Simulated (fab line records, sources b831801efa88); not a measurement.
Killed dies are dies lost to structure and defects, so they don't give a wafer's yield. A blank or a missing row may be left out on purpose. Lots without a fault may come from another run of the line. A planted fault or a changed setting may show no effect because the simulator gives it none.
Tool commonality check | flow gf180mcu | 10 lots, 36 wafers sampled

WHY IT WAS OPENED
At GF_V2_RS_MEAS_24 the reading V2_W_RS is flagged on 2 of 10 lots. Wafers without a fault read 0.326 ohm/sq, standard deviation 0.0038.
Rule: a lot is flagged when every wafer of it that has a number lies more than 4 standard deviations from that mean, or none has a number. The other lots count as sound.

lot  | measured     | on            | V2_W_RS (ohm/sq), wafer by wafer    | flag
L867 | day 21 02:01 | film_metro-03 | 0.319 0.319 0.319                   |
L868 | day 21 19:32 | film_metro-04 | 0.322 0.322 0.321                   |
L869 | day 22 08:50 | film_metro-03 | 0.328 0.331 0.335                   |
L874 | day 23 22:19 | film_metro-03 | 0.327 0.324 0.325                   |
L875 | day 24 06:22 | film_metro-04 | 0.329 0.327 0.332                   |
L876 | day 24 14:25 | film_metro-03 | 0.325 0.326 0.329                   |
L877 | day 24 20:29 | film_metro-02 | 0.325 0.328 0.328                   |
L883 | day 26 16:23 | film_metro-04 | 0.238 0.241 0.238 0.238 0.240 0.238 | FLAGGED
L884 | day 27 00:55 | film_metro-03 | 0.239 0.239 0.239 0.238 0.239 0.238 | FLAGGED
L888 | day 28 09:50 | film_metro-02 | 0.332 0.329 0.328                   |
The numbers of the flagged lots are 0.239 ohm/sq on average: -0.087 ohm/sq against the usual, or -23 standard deviations.

WHICH TOOL RAN EACH LOT
The record holds 2 process steps before the reading, out of a route of 602 steps. In each cell: the tool, then ch and the chambers that the sampled wafers went through, then the start.
lot  | flag    | GF_M2_SPUTTER_04             | GF_V2_CVD_23
L867 |         | pvd_sputter-01, day 18 21:32 | cvd_w-02 ch 0,1, day 21 01:54
L868 |         | pvd_sputter-02, day 19 15:53 | cvd_w-02 ch 0,1, day 21 19:26
L869 |         | pvd_sputter-03, day 20 06:31 | cvd_w-01 ch 0,1, day 22 08:44
L874 |         | pvd_sputter-02, day 21 21:56 | cvd_w-01 ch 0,1, day 23 22:12
L875 |         | pvd_sputter-02, day 22 06:31 | cvd_w-02 ch 0,1, day 24 06:16
L876 |         | pvd_sputter-01, day 22 13:39 | cvd_w-01 ch 0, day 24 14:11
L877 |         | pvd_sputter-01, day 22 20:56 | cvd_w-02 ch 0,1, day 24 20:22
L883 | FLAGGED | pvd_sputter-02, day 24 19:02 | cvd_w-02 ch 0,1, day 26 16:16
L884 | FLAGGED | pvd_sputter-02, day 25 03:07 | cvd_w-02 ch 0,1, day 27 00:49
L888 |         | pvd_sputter-02, day 26 12:36 | cvd_w-01 ch 0,1, day 28 09:43
What these steps do:
- GF_M2_SPUTTER_04: material TiN, target thk 50 nm, time 41.7 s.
- GF_V2_CVD_23: deposits W, target thk 350 nm, time 104.94 s.
- GF_V2_RS_MEAS_24: measures by four-point-probe.

FLAGGED OVER TOTAL, TOOL BY TOOL (the gauges that took the reading come last)
step             | tool           | lots run | flagged | share of the flagged lots | sound lots run after its first flagged lot
GF_M2_SPUTTER_04 | pvd_sputter-01 | 3        | 0       | none                      | -
GF_M2_SPUTTER_04 | pvd_sputter-02 | 6        | 2       | all                       | 1 (L888)
GF_M2_SPUTTER_04 | pvd_sputter-03 | 1        | 0       | none                      | -
GF_V2_CVD_23     | cvd_w-01       | 4        | 0       | none                      | -
GF_V2_CVD_23     | cvd_w-02       | 6        | 2       | all                       | 0
GF_V2_RS_MEAS_24 | film_metro-02  | 2        | 0       | none                      | -
GF_V2_RS_MEAS_24 | film_metro-03  | 5        | 1       | some                      | 0
GF_V2_RS_MEAS_24 | film_metro-04  | 3        | 1       | some                      | 0

WHAT THE TABLE ALLOWS
2 rows of the table ran every flagged lot: pvd_sputter-02 at GF_M2_SPUTTER_04, cvd_w-02 at GF_V2_CVD_23.
- pvd_sputter-02 at GF_M2_SPUTTER_04: 2 of its 6 lots flagged. Sound lots ran on it after the first flagged one (L888), which a lasting fault on the whole tool wouldn't allow.
- cvd_w-02 at GF_V2_CVD_23: 2 of its 6 lots flagged. Its last sound lot is L877 (day 24 20:22), its first flagged lot L883 (day 26 16:16): a fault that began between those two fits. Its own readings lie more than 4 standard deviations out on every wafer of the flagged lots: susceptor_temp_C.
One tool is left: cvd_w-02 at GF_V2_CVD_23.

WHAT THE SIMULATOR HAD PUT IN
Process parameter drift: cvd_w-02, from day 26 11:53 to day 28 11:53, at GF_V2_CVD_23. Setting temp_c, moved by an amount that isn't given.
Lots struck among those shown: L883, L884. The rule above found the same.
